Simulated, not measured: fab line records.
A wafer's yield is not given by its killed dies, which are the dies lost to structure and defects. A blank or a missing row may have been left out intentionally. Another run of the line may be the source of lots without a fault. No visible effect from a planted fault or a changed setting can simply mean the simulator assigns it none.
fab line records	flow sky130
[record] lots = 24	wafers = 72	lastDay = 50
route steps=708 shown METAL2@498 VIA3@586 METAL4@598 VIA4@656
lots that met no fault: taken from a fault-free run of the same line
startH: hours from the record's first day to the start of the lot's first wafer shown	waitH: how many hours have passed since the lot's step before this one	" as in the row above	L1.1+2: a single row standing in for several wafers	- no value, or no start given	* or withheld: withheld	< > ~ a bound
route shown NAME@n: a module of which the file shows steps, and the number in the route of the first	usual: mean/standard deviation of fault-free wafers	same: alike in all rows	chamber/n: place in a boat	sites: the reading at each site	_std_site: their standard deviation	_edge_site: the outer-site mean with the inner-site mean subtracted	radiusMm: for every site, how far away it sits from the centre of the wafer	mask NAME#n: copy n	behind: the last tool/chamber to shape the wafer	hold: what put the lot on hold/how long, in hours/how the hold closed	device: the transistor (n, p or np) that didn't switch	end of line: the same wafers' tests at the end of the route	step lacking rows: just its recipe	killed: the dies lost at the first sort to structure and to defects; this is not the yield of the wafer	map: a wafer's dies, x killed, . not, _ none there
set.NAME: the setting that was run; set.NAME@STEP: the one run at that earlier step	model.NAME: the simulator's own value behind a step, which no gauge read
route steps across a sampled set of lots; one table per step, one row per wafer
services: from which hour (startH, from the record's first day; less than 0 if before it) a tool's chamber was out of use, for how many hours, and why
[[steps]]
[step SKY_METAL2_CD_MEAS_15]
[recipe] targetCdNm = 140
[usual] cdNm = 139.3/1.3
lot.wafer	tool	chamber	startH	waitH	cdNm
L074.2	cdSem-02	-	818.08	-	138.7
L074.4	"	-	"	"	137.9
L074.6	"	-	"	"	139.7
L075.1	cdSem-01	-	827.69	-	138.9
L075.2	"	-	"	"	138.5
L075.5	"	-	"	"	137.8
L076.3	cdSem-02	-	836.53	-	140.8
L076.4	"	-	"	"	139.4
L076.6	"	-	"	"	140.8
L077.2	cdSem-01	-	849.89	-	138.8
L077.3	"	-	"	"	139.5
L077.6	"	-	"	"	138.0
L078.1	cdSem-01	-	850.86	-	137.9
L078.5	"	-	"	"	138.1
L078.6	"	-	"	"	139.3
L079.1	cdSem-02	-	860.32	-	138.2
L079.2	"	-	"	"	140.1
L079.3	"	-	"	"	140.0
L080.3	cdSem-01	-	874.76	-	138.7
L080.4	"	-	"	"	137.5
L080.5	"	-	"	"	139.1
L081.3	cdSem-02	-	879.26	-	137.8
L081.5	"	-	"	"	138.2
L081.6	"	-	"	"	137.9
L082.1	cdSem-02	-	899.21	-	139.0
L082.4	"	-	"	"	140.4
L082.5	"	-	"	"	139.6
L084.1	cdSem-02	-	922.17	-	140.8
L084.2	"	-	"	"	139.4
L084.5	"	-	"	"	140.1
L083.1	cdSem-02	-	923.32	-	138.7
L083.4	"	-	"	"	137.4
L083.5	"	-	"	"	137.2
L085.1	cdSem-02	-	925.31	-	138.8
L085.4	"	-	"	"	138.3
L085.5	"	-	"	"	139.0
L087.1	cdSem-01	-	925.57	-	138.4
L087.3	"	-	"	"	136.7
L087.4	"	-	"	"	137.1
L086.2	cdSem-02	-	928.81	-	140.6
L086.5	"	-	"	"	141.5
L086.6	"	-	"	"	141.6
L088.3	cdSem-01	-	930.06	-	141.3
L088.4	"	-	"	"	141.6
L088.5	"	-	"	"	142.8
L089.4	cdSem-01	-	936.27	-	139.3
L089.5	"	-	"	"	139.4
L089.6	"	-	"	"	138.4
L090.1	cdSem-02	-	943.76	-	141.2
L090.3	"	-	"	"	141.4
L090.4	"	-	"	"	139.8
L092.2	cdSem-02	-	952.59	-	137.7
L092.3	"	-	"	"	139.4
L092.5	"	-	"	"	139.6
L091.1	cdSem-02	-	954.56	-	140.4
L091.5	"	-	"	"	140.3
L091.6	"	-	"	"	140.3
L093.1	cdSem-01	-	960.11	-	139.1
L093.2	"	-	"	"	137.2
L093.4	"	-	"	"	138.5
L094.2	cdSem-02	-	964.39	-	140.4
L094.4	"	-	"	"	138.8
L094.6	"	-	"	"	139.2
L095.3	cdSem-01	-	975.23	-	139.7
L095.4	"	-	"	"	138.3
L095.5	"	-	"	"	138.7
L096.2	cdSem-01	-	981.56	-	139.7
L096.4	"	-	"	"	139.4
L096.5	"	-	"	"	139.3
L097.1	cdSem-02	-	1001.56	-	140.4
L097.3	"	-	"	"	139.9
L097.4	"	-	"	"	140.3
[step SKY_VIA3_OVL_MEAS_13]
[usual] VIA3_OVL = -2/5.6
lot.wafer	tool	chamber	startH	waitH	VIA3_OVL[nm]
L074.2	overlay-02	-	926.41	0.1	-8
L074.4	"	-	"	"	-5
L074.6	"	-	"	"	-10
L075.1	overlay-01	-	935.33	0.1	3
L075.2	"	-	"	"	4
L075.5	"	-	"	"	4
L076.3	overlay-01	-	942.09	0.1	-11
L076.4	"	-	"	"	-8
L076.6	"	-	"	"	-6
L077.2	overlay-02	-	957.20	0.1	-2
L077.3	"	-	"	"	-2
L077.6	"	-	"	"	6
L078.1	overlay-01	-	957.54	0.1	-8
L078.5	"	-	"	"	-4
L078.6	"	-	"	"	-12
L079.1	overlay-01	-	966.58	0.1	-8
L079.2	"	-	"	"	-13
L079.3	"	-	"	"	-9
L080.3	overlay-02	-	979.77	0.1	-1
L080.4	"	-	"	"	-3
L080.5	"	-	"	"	-3
L081.3	overlay-02	-	984.79	0.1	-11
L081.5	"	-	"	"	-14
L081.6	"	-	"	"	-10
L082.1	overlay-01	-	1000.51	0.1	-5
L082.4	"	-	"	"	-3
L082.5	"	-	"	"	-1
L084.1	overlay-02	-	1023.31	0.1	-6
L084.2	"	-	"	"	-7
L084.5	"	-	"	"	-1
L083.1	overlay-01	-	1023.79	0.1	6
L083.4	"	-	"	"	8
L083.5	"	-	"	"	0
L085.1	overlay-02	-	1026.96	0.1	0
L085.4	"	-	"	"	-1
L085.5	"	-	"	"	-1
L087.1	overlay-01	-	1027.23	0.1	1
L087.3	"	-	"	"	-2
L087.4	"	-	"	"	-1
L086.2	overlay-01	-	1029.78	0.1	2
L086.5	"	-	"	"	-2
L086.6	"	-	"	"	2
L088.3	overlay-02	-	1031.07	0.1	5
L088.4	"	-	"	"	2
L088.5	"	-	"	"	8
L089.4	overlay-01	-	1037.81	0.1	-1
L089.5	"	-	"	"	-5
L089.6	"	-	"	"	3
L090.1	overlay-02	-	1042.94	0.1	-8
L090.3	"	-	"	"	-5
L090.4	"	-	"	"	-10
L092.2	overlay-02	-	1050.35	0.1	10
L092.3	"	-	"	"	12
L092.5	"	-	"	"	4
L091.1	overlay-01	-	1054.14	0.1	1
L091.5	"	-	"	"	13
L091.6	"	-	"	"	6
L093.1	overlay-01	-	1058.44	0.1	7
L093.2	"	-	"	"	0
L093.4	"	-	"	"	3
L094.2	overlay-01	-	1062.50	0.1	-3
L094.4	"	-	"	"	-2
L094.6	"	-	"	"	-6
L095.3	overlay-02	-	1070.46	0.1	2
L095.4	"	-	"	"	-1
L095.5	"	-	"	"	-5
L096.2	overlay-02	-	1078.21	0.1	4
L096.4	"	-	"	"	0
L096.5	"	-	"	"	-3
L097.1	overlay-01	-	1094.36	0.1	4
L097.3	"	-	"	"	-3
L097.4	"	-	"	"	1
[step SKY_VIA3_ETCH_14]
[recipe] chemistry = N2/H2	target = BARC	ionEnergyEv = 200	sourceW = 500	biasW = 100	pressureMtorr = 30	n2FlowSccm = 100	h2FlowSccm = 200	stopOn = SiO2	timeS = 45.9	targetDepthA = 600
[usual] drypumpMotorCurrentA = 5.8/0.39	oesProductAu = 0.855/0.0044	throttleValvePct = 13.224/0.0089
lot.wafer	tool	chamber	startH	waitH	drypumpMotorCurrentA	oesProductAu	rfHoursCounterH	throttleValvePct
L074.2	rieDiel-02	1	926.44	0.0	4.8	0.861	7	13.226
L074.4	"	3	"	"	5.9	0.855	11	13.226
L074.6	"	0	"	"	6.3	0.851	-	13.232
L075.1	rieDiel-03	1	935.36	0.0	5.4	0.850	13	13.232
L075.2	"	3	"	"	6.4	0.854	18	13.237
L075.5	"	0	"	"	5.9	0.854	-	13.223
L076.3	rieDiel-03	2	942.11	0.0	5.7	0.855	18	13.215
L076.4	"	1	"	"	5.4	0.852	13	13.226
L076.6	"	1	"	"	5.4	0.853	-	13.223
L077.2	rieDiel-01	1	957.23	0.0	5.4	0.853	11	13.217
L077.3	"	0	"	"	6.1	0.855	28	13.222
L077.6	"	3	"	"	6.0	0.850	-	13.236
L078.1	rieDiel-02	3	957.58	0.0	5.9	0.854	11	13.222
L078.5	"	2	"	"	6.0	0.860	-	13.225
L078.6	"	3	"	"	5.9	0.866	-	13.236
L079.1	rieDiel-02	1	966.61	0.0	4.8	0.857	8	13.230
L079.2	"	0	"	"	6.3	0.851	14	13.225
L079.3	"	2	"	"	6.0	0.861	14	13.225
L080.3	rieDiel-03	1	979.79	0.0	5.4	0.855	15	13.223
L080.4	"	3	"	"	6.4	0.862	19	13.217
L080.5	"	1	"	"	5.4	0.860	-	13.218
L081.3	rieDiel-01	1	984.81	0.0	5.4	0.856	11	13.217
L081.5	"	3	"	"	6.0	0.858	-	13.236
L081.6	"	0	"	"	6.1	0.859	-	13.223
L082.1	rieDiel-03	3	1000.54	0.0	6.4	0.856	20	13.230
L082.4	"	0	"	"	5.9	0.849	19	13.227
L082.5	"	0	"	"	5.9	0.851	-	13.230
L084.1	rieDiel-01	2	1023.34	0.0	5.7	0.859	25	13.222
L084.2	"	1	"	"	5.4	0.856	12	13.240
L084.5	"	3	"	"	6.0	0.855	-	13.221
L083.1	rieDiel-03	3	1023.83	0.0	6.4	0.858	21	13.230
L083.4	"	0	"	"	5.9	0.857	20	13.222
L083.5	"	0	"	"	5.9	0.848	-	13.229
L085.1	rieDiel-02	2	1026.99	0.0	6.0	0.850	16	13.232
L085.4	"	0	"	"	6.3	0.851	16	13.203
L085.5	"	3	"	"	5.9	0.856	-	13.239
L087.1	rieDiel-03	0	1027.26	0.0	5.9	0.857	20	13.221
L087.3	"	3	"	"	6.4	0.854	21	13.204
L087.4	"	1	"	"	5.4	0.850	16	13.235
L086.2	rieDiel-02	2	1029.81	0.0	6.0	0.852	16	13.212
L086.5	"	3	"	"	5.9	0.853	-	13.225
L086.6	"	0	"	"	6.3	0.851	-	13.221
L088.3	rieDiel-02	1	1031.09	0.0	4.8	0.858	10	13.226
L088.4	"	3	"	"	5.9	0.853	14	13.223
L088.5	"	2	"	"	6.0	0.851	-	13.226
L089.4	rieDiel-02	0	1037.83	0.0	6.3	0.856	16	13.226
L089.5	"	3	"	"	5.9	0.850	-	13.225
L089.6	"	0	"	"	6.3	0.858	-	13.235
L090.1	rieDiel-01	2	1042.98	0.0	5.7	0.853	26	13.230
L090.3	"	3	"	"	6.0	0.855	13	13.218
L090.4	"	1	"	"	5.4	0.855	13	13.226
L092.2	rieDiel-02	1	1050.38	0.0	4.8	0.850	10	13.237
L092.3	"	3	"	"	5.9	0.854	14	13.226
L092.5	"	3	"	"	5.9	0.850	-	13.230
L091.1	rieDiel-01	2	1054.18	0.0	5.7	0.853	26	13.226
L091.5	"	3	"	"	6.0	0.851	-	13.220
L091.6	"	0	"	"	6.1	0.843	-	13.210
L093.1	rieDiel-03	3	1058.48	0.0	6.4	0.857	23	13.225
L093.2	"	0	"	"	5.9	0.868	22	13.212
L093.4	"	1	"	"	5.4	0.854	18	13.237
L094.2	rieDiel-03	3	1062.53	0.0	6.4	0.861	23	13.232
L094.4	"	1	"	"	5.4	0.858	18	13.224
L094.6	"	3	"	"	6.4	0.861	-	13.236
L095.3	rieDiel-02	0	1070.48	0.0	6.3	0.854	17	13.225
L095.4	"	2	"	"	6.0	0.858	18	13.237
L095.5	"	3	"	"	5.9	0.844	-	13.227
L096.2	rieDiel-01	1	1078.24	0.0	5.5	0.850	14	13.221
L096.4	"	1	"	"	5.4	0.861	-	13.227
L096.5	"	0	"	"	6.1	0.859	-	13.233
L097.1	rieDiel-02	3	1094.39	0.0	5.9	0.854	16	13.237
L097.3	"	2	"	"	6.0	0.854	18	13.212
L097.4	"	1	"	"	4.8	0.846	12	13.223
[step SKY_METAL4_SPUTTER_00]
[recipe] material = Ti	targetThkNm = 15	powerW = 3000	timeS = 10	chamberPressurePa = 0.4
[usual] throttleValvePct = 29.9/0.85
lot.wafer	tool	chamber	startH	waitH	throttleValvePct
L074.2	pvdSputter-03	-	927.89	0.2	30.4
L074.4	"	-	"	"	30.2
L074.6	"	-	"	"	31.5
L075.1	pvdSputter-04	-	936.72	0.2	30.5
L075.2	"	-	"	"	30.4
L075.5	"	-	"	"	30.3
L076.3	pvdSputter-03	-	943.51	0.1	31.3
L076.4	"	-	"	"	29.1
L076.6	"	-	"	"	30.3
L077.2	pvdSputter-03	-	959.06	0.1	29.3
L077.3	"	-	"	"	31.2
L077.6	"	-	"	"	30.6
L078.1	pvdSputter-04	-	959.66	0.1	30.5
L078.5	"	-	"	"	30.7
L078.6	"	-	"	"	30.4
L079.1	pvdSputter-03	-	968.01	0.1	30.0
L079.2	"	-	"	"	31.6
L079.3	"	-	"	"	29.0
L080.3	pvdSputter-04	-	981.15	0.2	30.1
L080.4	"	-	"	"	28.9
L080.5	"	-	"	"	30.3
L081.3	pvdSputter-04	-	986.20	0.2	28.8
L081.5	"	-	"	"	30.2
L081.6	"	-	"	"	28.5
L082.1	pvdSputter-03	-	1001.94	0.1	31.8
L082.4	"	-	"	"	30.5
L082.5	"	-	"	"	30.2
L084.1	pvdSputter-02	-	1024.74	0.1	29.9
L084.2	"	-	"	"	28.4
L084.5	"	-	"	"	30.6
L083.1	pvdSputter-04	-	1025.19	0.2	28.7
L083.4	"	-	"	"	30.5
L083.5	"	-	"	"	30.1
L085.1	pvdSputter-04	-	1028.39	0.2	29.0
L085.4	"	-	"	"	30.3
L085.5	"	-	"	"	30.2
L087.1	pvdSputter-03	-	1028.63	0.2	31.4
L087.3	"	-	"	"	30.4
L087.4	"	-	"	"	29.8
L086.2	pvdSputter-02	-	1031.17	0.2	28.6
L086.5	"	-	"	"	28.6
L086.6	"	-	"	"	30.5
L088.3	pvdSputter-03	-	1032.47	0.2	30.7
L088.4	"	-	"	"	30.2
L088.5	"	-	"	"	30.6
L089.4	pvdSputter-04	-	1039.18	0.2	30.0
L089.5	"	-	"	"	30.1
L089.6	"	-	"	"	30.4
L090.1	pvdSputter-02	-	1044.33	0.1	30.2
L090.3	"	-	"	"	28.6
L090.4	"	-	"	"	28.8
L092.2	pvdSputter-04	-	1051.73	0.2	28.9
L092.3	"	-	"	"	30.0
L092.5	"	-	"	"	30.3
L091.1	pvdSputter-02	-	1055.54	0.2	30.4
L091.5	"	-	"	"	28.4
L091.6	"	-	"	"	28.2
L093.1	pvdSputter-03	-	1059.84	0.2	30.5
L093.2	"	-	"	"	31.3
L093.4	"	-	"	"	29.1
L094.2	pvdSputter-02	-	1063.88	0.2	28.5
L094.4	"	-	"	"	28.3
L094.6	"	-	"	"	30.4
L095.3	pvdSputter-02	-	1071.84	0.2	30.3
L095.4	"	-	"	"	28.6
L095.5	"	-	"	"	30.3
L096.2	pvdSputter-02	-	1079.60	0.1	28.8
L096.4	"	-	"	"	30.5
L096.5	"	-	"	"	30.0
L097.1	pvdSputter-04	-	1095.75	0.2	30.2
L097.3	"	-	"	"	28.7
L097.4	"	-	"	"	30.2
[step SKY_METAL4_SPUTTER_01]
[recipe] material = TiN	targetThkNm = 20	powerW = 6500	timeS = 16.7	chamberPressurePa = 0.4
[usual] throttleValvePct = 30.0/0.85
lot.wafer	tool	chamber	startH	waitH	throttleValvePct
L074.2	pvdSputter-03	-	927.92	0.0	30.0
L074.4	"	-	"	"	30.4
L074.6	"	-	"	"	31.6
L075.1	pvdSputter-04	-	936.75	0.0	30.4
L075.2	"	-	"	"	30.1
L075.5	"	-	"	"	30.5
L076.3	pvdSputter-03	-	943.53	0.0	31.5
L076.4	"	-	"	"	29.2
L076.6	"	-	"	"	30.0
L077.2	pvdSputter-03	-	959.09	0.0	29.0
L077.3	"	-	"	"	31.2
L077.6	"	-	"	"	30.8
L078.1	pvdSputter-04	-	959.69	0.0	29.9
L078.5	"	-	"	"	30.3
L078.6	"	-	"	"	30.3
L079.1	pvdSputter-03	-	968.04	0.0	29.9
L079.2	"	-	"	"	31.3
L079.3	"	-	"	"	29.3
L080.3	pvdSputter-04	-	981.17	0.0	30.3
L080.4	"	-	"	"	28.6
L080.5	"	-	"	"	30.2
L081.3	pvdSputter-04	-	986.22	0.0	28.8
L081.5	"	-	"	"	30.4
L081.6	"	-	"	"	28.6
L082.1	pvdSputter-03	-	1001.97	0.0	31.4
L082.4	"	-	"	"	30.3
L082.5	"	-	"	"	30.1
L084.1	pvdSputter-02	-	1024.76	0.0	30.5
L084.2	"	-	"	"	28.2
L084.5	"	-	"	"	30.2
L083.1	pvdSputter-04	-	1025.21	0.0	29.1
L083.4	"	-	"	"	30.3
L083.5	"	-	"	"	30.2
L085.1	pvdSputter-04	-	1028.41	0.0	28.9
L085.4	"	-	"	"	30.4
L085.5	"	-	"	"	30.5
L087.1	pvdSputter-03	-	1028.65	0.0	31.2
L087.3	"	-	"	"	31.0
L087.4	"	-	"	"	30.1
L086.2	pvdSputter-02	-	1031.19	0.0	28.6
L086.5	"	-	"	"	28.6
L086.6	"	-	"	"	30.3
L088.3	pvdSputter-03	-	1032.50	0.0	30.6
L088.4	"	-	"	"	30.1
L088.5	"	-	"	"	30.7
L089.4	pvdSputter-04	-	1039.21	0.0	30.4
L089.5	"	-	"	"	30.3
L089.6	"	-	"	"	30.5
L090.1	pvdSputter-02	-	1044.36	0.0	30.4
L090.3	"	-	"	"	28.4
L090.4	"	-	"	"	28.6
L092.2	pvdSputter-04	-	1051.76	0.0	29.0
L092.3	"	-	"	"	30.0
L092.5	"	-	"	"	30.5
L091.1	pvdSputter-02	-	1055.56	0.0	30.4
L091.5	"	-	"	"	28.7
L091.6	"	-	"	"	28.4
L093.1	pvdSputter-03	-	1059.86	0.0	30.4
L093.2	"	-	"	"	31.3
L093.4	"	-	"	"	29.2
L094.2	pvdSputter-02	-	1063.91	0.0	28.6
L094.4	"	-	"	"	28.5
L094.6	"	-	"	"	30.4
L095.3	pvdSputter-02	-	1071.86	0.0	30.4
L095.4	"	-	"	"	28.5
L095.5	"	-	"	"	30.1
L096.2	pvdSputter-02	-	1079.62	0.0	28.8
L096.4	"	-	"	"	30.3
L096.5	"	-	"	"	30.4
L097.1	pvdSputter-04	-	1095.77	0.0	30.4
L097.3	"	-	"	"	28.5
L097.4	"	-	"	"	30.0
[step SKY_VIA4_SPUTTER_17]
[recipe] material = TiN	targetThkNm = 20	chamberPressurePa = 5	powerW = 4000	timeS = 80
[usual] throttleValvePct = 29.8/1.1
lot.wafer	tool	chamber	startH	waitH	throttleValvePct
L074.2	pvdSputter-02	-	1003.17	0.0	28.5
L074.4	"	-	"	"	28.3
L074.6	"	-	"	"	30.3
L075.1	pvdSputter-01	-	1011.14	0.0	30.2
L075.2	"	-	"	"	29.9
L075.5	"	-	"	"	29.9
L076.3	pvdSputter-04	-	1018.01	0.0	30.0
L076.4	"	-	"	"	30.1
L076.6	"	-	"	"	28.7
L077.2	pvdSputter-01	-	1033.97	0.0	28.5
L077.3	"	-	"	"	29.8
L077.6	"	-	"	"	30.0
L078.1	pvdSputter-01	-	1034.16	0.0	32.1
L078.5	"	-	"	"	32.3
L078.6	"	-	"	"	30.4
L079.1	pvdSputter-02	-	1041.97	0.0	30.2
L079.2	"	-	"	"	28.7
L079.3	"	-	"	"	30.4
L080.3	pvdSputter-02	-	1052.92	0.0	30.5
L080.4	"	-	"	"	28.4
L080.5	"	-	"	"	28.4
L081.3	pvdSputter-04	-	1057.51	0.0	30.2
L081.5	"	-	"	"	29.0
L081.6	"	-	"	"	30.1
L082.1	pvdSputter-04	-	1072.32	0.0	30.3
L082.4	"	-	"	"	28.6
L082.5	"	-	"	"	28.9
L084.1	pvdSputter-04	-	1092.37	0.0	28.6
L084.2	"	-	"	"	30.4
L084.5	"	-	"	"	30.6
L083.1	pvdSputter-01	-	1092.86	0.0	32.2
L083.4	"	-	"	"	28.0
L083.5	"	-	"	"	28.2
L085.1	pvdSputter-02	-	1096.67	0.0	28.9
L085.4	"	-	"	"	28.4
L085.5	"	-	"	"	28.3
L087.1	pvdSputter-01	-	1096.70	0.0	28.4
L087.3	"	-	"	"	30.2
L087.4	"	-	"	"	30.1
L086.2	pvdSputter-04	-	1098.19	0.0	30.2
L086.5	"	-	"	"	30.4
L086.6	"	-	"	"	30.5
L088.3	pvdSputter-04	-	1099.98	0.0	29.9
L088.4	"	-	"	"	30.1
L088.5	"	-	"	"	30.3
L089.4	pvdSputter-01	-	1105.24	0.0	29.6
L089.5	"	-	"	"	30.2
L089.6	"	-	"	"	29.7
L090.1	pvdSputter-02	-	1110.87	0.0	30.4
L090.3	"	-	"	"	28.4
L090.4	"	-	"	"	28.7
L092.2	pvdSputter-02	-	1118.22	0.0	30.5
L092.3	"	-	"	"	30.4
L092.5	"	-	"	"	30.5
L091.1	pvdSputter-01	-	1122.42	0.0	32.2
L091.5	"	-	"	"	32.3
L091.6	"	-	"	"	28.4
L093.1	pvdSputter-04	-	1124.69	0.0	30.3
L093.2	"	-	"	"	30.2
L093.4	"	-	"	"	28.7
L094.2	pvdSputter-02	-	1127.78	0.0	28.4
L094.4	"	-	"	"	28.4
L094.6	"	-	"	"	30.6
L095.3	pvdSputter-02	-	1134.18	0.0	30.5
L095.4	"	-	"	"	28.5
L095.5	"	-	"	"	28.3
L096.2	pvdSputter-04	-	1142.15	0.0	28.8
L096.4	"	-	"	"	30.1
L096.5	"	-	"	"	30.2
L097.1	pvdSputter-02	-	1156.25	0.0	30.3
L097.3	"	-	"	"	30.3
L097.4	"	-	"	"	28.5
[[services]]
tool	chamber	startH	hours	kind
rieDiel-03	-	905.46	2.8	pm
rieDiel-01	0	911.41	9.7	repair
pvdSputter-03	-	920.64	3.4	repair
pvdSputter-03	-	933.30	1.5	repair
pvdSputter-04	-	963.24	1.5	repair
pvdSputter-04	1	1004.12	-	consumableReplace:kit
pvdSputter-04	1	1004.12	18.0	scheduledDown
pvdSputter-04	1	1004.12	18.0	ventCycle
pvdSputter-02	-	1011.12	0.8	repair
rieDiel-01	1	1047.35	1.2	repair
rieDiel-01	-	1058.71	5.7	repair
pvdSputter-02	3	1061.25	-	consumableReplace:kit
rieDiel-01	3	1071.60	8.3	repair
rieDiel-03	1	1099.68	14.0	repair
rieDiel-01	-	1118.31	3.3	repair
rieDiel-02	2	1126.36	10.0	repair
rieDiel-02	3	1130.73	5.0	repair
rieDiel-03	1	1131.83	7.4	repair
rieDiel-02	3	1136.93	4.6	repair
pvdSputter-02	-	1141.51	4.3	repair
pvdSputter-04	0	1148.04	-	consumableReplace:kit
pvdSputter-04	0	1148.04	18.0	scheduledDown
pvdSputter-04	0	1148.04	18.0	ventCycle
rieDiel-02	-	1148.22	2.8	pm
[[key]]
fault none
